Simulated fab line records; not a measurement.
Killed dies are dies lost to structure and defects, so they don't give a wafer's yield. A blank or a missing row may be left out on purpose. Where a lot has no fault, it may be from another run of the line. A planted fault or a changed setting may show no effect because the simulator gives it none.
2 desks looking at one fault	flow sky130	numbers are kept per desk, each desk with only its own; the story behind them comes last

## AT THE METROLOGY DESK
Means of the sampled wafers that have a number, per lot and without regard to the tool the lot ran on: this is what the gauges read. The brackets show how far a lot's mean lies from the usual mean; more than 4 standard deviations puts the lot out of limits, marked OUT.
Columns: A = VIA1_OVL at SKY_VIA1_OVL_MEAS_13, usual 3 nm
lot	first seen here	A
L940	day 33 13:53	5
L943	day 35 11:10	2
L945	day 35 21:26	-1
L944	day 35 22:05	-7
L946	day 36 04:14	7
L949	day 37 07:44	4
L951	day 37 20:50	-1
L952	day 38 02:33	5
L953	day 38 07:25	8
L957	day 39 13:02	-1
L958	day 40 10:31	10
L961	day 40 19:19	-2
This desk found nothing out of limits on any of the 12 lots.

## FOR THE TOOL OWNER'S DESK: pvd sputter-03
The tool's own readings at SKY_METAL3_SPUTTER_01 (material TiN, target thk 20 nm, time 16.7 s): means of the sampled wafers that have a number, for each lot that ran on this tool. The brackets show how far a lot's mean lies from the usual mean; more than 4 standard deviations puts the lot out of limits, marked OUT.
Columns: A = cathode dc power W at SKY_METAL3_SPUTTER_01, usual 6500.2 W; B = chamber pressure pa at SKY_METAL3_SPUTTER_01, usual 0.4000 Pa; C = throttle valve pct at SKY_METAL3_SPUTTER_01, usual 29.9 %
lot	first seen here	A	B	C
L943	day 37 19:36	6500.8	0.3998	29.4
L944	day 38 06:25	6500.5	0.4000	29.9
L946	day 38 11:43	6500.1	0.3999	28.8
L957	day 41 18:25	6499.7	0.4001	28.9
L958	day 42 14:50	6499.5	0.3999	29.9
L961	day 42 23:10	6499.2	0.4005	29.7
This desk found nothing out of limits on any of the 6 lots.

## BROUGHT TOGETHER
Metrology desk: nothing out of limits seen.
The tool owner's desk saw nothing out of limits.

## WHAT HAD BEEN PUT IN BY THE SIMULATOR
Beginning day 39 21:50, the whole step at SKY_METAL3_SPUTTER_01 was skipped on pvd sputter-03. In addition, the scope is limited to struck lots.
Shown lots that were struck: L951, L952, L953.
